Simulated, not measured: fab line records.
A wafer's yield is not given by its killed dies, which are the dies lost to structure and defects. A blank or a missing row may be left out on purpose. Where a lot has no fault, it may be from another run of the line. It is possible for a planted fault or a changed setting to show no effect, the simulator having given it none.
Chamber matching ; flow sky130 ; 4 sister chambers for SKY_VIA4_CMP_02 on cmp-01
The step polishes SiO2. 7 wafers are shown with their chamber, then 7 later ones without.

== EACH WAFER AND ITS CHAMBER ==
wafer;chamber;motorCurrentA (A)
L974.1;2;16.5
L974.4;1;10.7
L979.1;2;15.9
L987.1;0;10.8
L987.6;3;12.4
L986.1;0;10.0
L986.4;3;13.2

== WAFERS MISSING THEIR CHAMBER ==
wafer;motorCurrentA (A)
L986.6;16.3
L985.1;10.1
L985.5;12.4
L985.6;15.9
L997.2;10.6
L997.5;12.2
L997.6;10.1

== WHICH CHAMBER EACH ONE RAN IN ==
wafer;from the rows above;in truth
L986.6;2;2
L985.1;can't be placed: 0 or 1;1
L985.5;3;3
L985.6;2;2
L997.2;can't be placed: 1 or 0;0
L997.5;can't be placed: 3 or 1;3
L997.6;can't be placed: 0 or 1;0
Correct placement for 3 of the 7. Unplaceable from these rows: 4, with the true chamber sitting among the candidates in 4. Wrongly placed: 0.
How it was worked out, from the rows above alone: a wafer's distance from a chamber is the root of the sum, over the readings, of the square of ((its reading less the chamber's mean) divided by the reading's scatter). If the next closest chamber is less than 2 further off than the closest, the wafer can't be placed; otherwise it belongs to the closest. A chamber's mean is the mean of its shown wafers. How the scatter is found: for the shown wafers, subtract from each reading the mean of its chamber, square and add these, divide the total by (wafers less chambers), then take the root.
